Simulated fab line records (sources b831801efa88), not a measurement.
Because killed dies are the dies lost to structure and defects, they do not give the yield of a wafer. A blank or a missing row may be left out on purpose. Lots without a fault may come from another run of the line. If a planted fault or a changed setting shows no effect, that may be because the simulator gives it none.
The same fault as seen by 2 desks ; flow sky130 ; each desk has only its own numbers; what lay behind them comes last

== AT THE METROLOGY DESK ==
Lot by lot, what the gauges showed, no matter which tool ran the lot: averages of those sampled wafers that carry a number. The brackets show how far a lot's mean lies from the usual mean; more than 4 standard deviations puts the lot out of limits, marked OUT.
Columns: A = VT_ADJUST_HVTP_TW at SKY_VT_ADJUST_HVTP_TW_MEAS_11, usual 1357
lot;first seen here;A
L656;day 6 05:26;1356
L657;day 6 09:56;1358
L658;day 6 14:32;1366
L659;day 6 20:07;1337
L660;day 7 04:40;1352
L662;day 7 14:47;1369
L670;day 9 21:15;1341
L672;day 10 13:22;1368
L674;day 10 20:46;1363
L677;day 12 01:44;1360
L679;day 12 08:38;1364
Finding of this desk: none of the 11 lots has anything out of limits.

== DESK OF THE TOOL OWNER: rie-diel-03 ==
The tool's own readings at SKY_VIA3_ETCH_14 (etches BARC in N2/H2, stops on SiO2, time 45.9 s, target depth 60 nm): means of the sampled wafers that have a number, for each lot that ran on this tool. The brackets show how far a lot's mean lies from the usual mean; more than 4 standard deviations puts the lot out of limits, marked OUT.
Columns: A = drypump-motor-current-A at SKY_VIA3_ETCH_14, usual 5.7 A; B = oes-product-au at SKY_VIA3_ETCH_14, usual 0.854 a.u.; C = throttle-valve-pct at SKY_VIA3_ETCH_14, usual 13.224 %
lot;first seen here;A;B;C
L658;day 40 03:46;5.6;0.855;13.227
L659;day 40 13:32;5.6;0.860;13.222
L662;day 41 11:26;5.5;0.854;13.223
L670;day 43 23:31;5.7;0.855;13.220
Finding of this desk: none of the 4 lots has anything out of limits.

== PUT TOGETHER ==
At the metrology desk, nothing out of limits was observed.
The tool owner's desk saw nothing out of limits.

== WHAT THE SIMULATOR PUT IN ==
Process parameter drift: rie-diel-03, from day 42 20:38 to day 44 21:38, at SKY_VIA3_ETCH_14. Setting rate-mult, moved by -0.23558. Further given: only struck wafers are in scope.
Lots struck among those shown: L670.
